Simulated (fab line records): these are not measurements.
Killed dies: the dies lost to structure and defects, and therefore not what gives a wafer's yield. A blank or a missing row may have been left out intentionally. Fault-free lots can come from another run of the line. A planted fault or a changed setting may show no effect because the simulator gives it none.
2 desks, one fault / flow sky130 / only its own numbers are on each desk; what lay behind them is given at the end

## AT THE METROLOGY DESK
What the gauges read for every lot (on any tool): the sampled wafers with a number, averaged. If a lot's mean is further than 4 standard deviations from the usual mean, the lot is out of limits and carries the mark OUT (the distance appears in the brackets).
Columns: A = VIA2_BOW at SKY_VIA2_BOW_MEAS_03, usual 86 um; B = CAPM_CVD_00_THK at SKY_CAPM_THK_MEAS_01, usual 15.47 nm
lot=L887; first seen here=day 35 04:36; A=79; B=15.21
lot=L888; first seen here=day 36 00:53; A=79; B=15.72
lot=L889; first seen here=day 36 07:24; A=90; B=15.36
lot=L890; first seen here=day 36 13:11; A=86; B=15.50
lot=L891; first seen here=day 37 15:18; A=76; B=22.28 (+34) OUT
lot=L897; first seen here=day 38 12:04; A=86; B=20.58 (+26) OUT
lot=L902; first seen here=day 40 03:13; A=87; B=15.47
lot=L904; first seen here=day 40 18:24; A=91; B=15.56
lot=L906; first seen here=day 41 08:29; A=90; B=15.37
lot=L909; first seen here=day 42 04:50; A=94; B=15.63
lot=L910; first seen here=day 42 05:34; A=88; B=15.40
This desk's finding: out of limits on L891, L897; first on L891, day 38 18:43 (CAPM_CVD_00_THK at SKY_CAPM_THK_MEAS_01). L887, L888, L889, L890, L902, L904, L906, L909, L910 stayed within limits.

## DESK OF THE TOOL OWNER: pecvd-03
The tool's own readings at SKY_CAPM_CVD_00 (deposits SiO2, target thk 15.5 nm): means of the sampled wafers that have a number, for each lot that ran on this tool. If a lot's mean is further than 4 standard deviations from the usual mean, the lot is out of limits and carries the mark OUT (the distance appears in the brackets).
Columns: A = heater power w at SKY_CAPM_CVD_00, usual 706 W; B = rf fwd power W at SKY_CAPM_CVD_00, usual 439.6 W
lot=L888; first seen here=day 37 05:23; A=645; B=439.8
lot=L890; first seen here=day 37 17:02; A=657; B=440.0
lot=L891; first seen here=day 38 18:41; A=622; B=439.6
lot=L897; first seen here=day 39 15:22; A=658; B=439.1
lot=L906; first seen here=day 42 10:29; A=697; B=439.8
lot=L910; first seen here=day 43 07:20; A=710; B=439.7
Finding of this desk: none of the 6 lots has anything out of limits.

## BROUGHT TOGETHER
On L891, L897, the metrology desk was in a position to raise an alarm at day 38 18:43.
Nothing out of limits was seen by the tool owner's desk.
On record at the tool owner's desk: L891, L897, within its limits.
The lots listed all ran SKY_CAPM_CVD_00 on pecvd-03.

## WHAT WAS PUT IN BY THE SIMULATOR
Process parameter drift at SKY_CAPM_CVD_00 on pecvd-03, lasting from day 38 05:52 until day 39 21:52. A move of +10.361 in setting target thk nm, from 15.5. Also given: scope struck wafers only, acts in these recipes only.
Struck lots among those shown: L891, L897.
Hours from the fault's start to each desk's first reading out of limits: the metrology desk, 13.
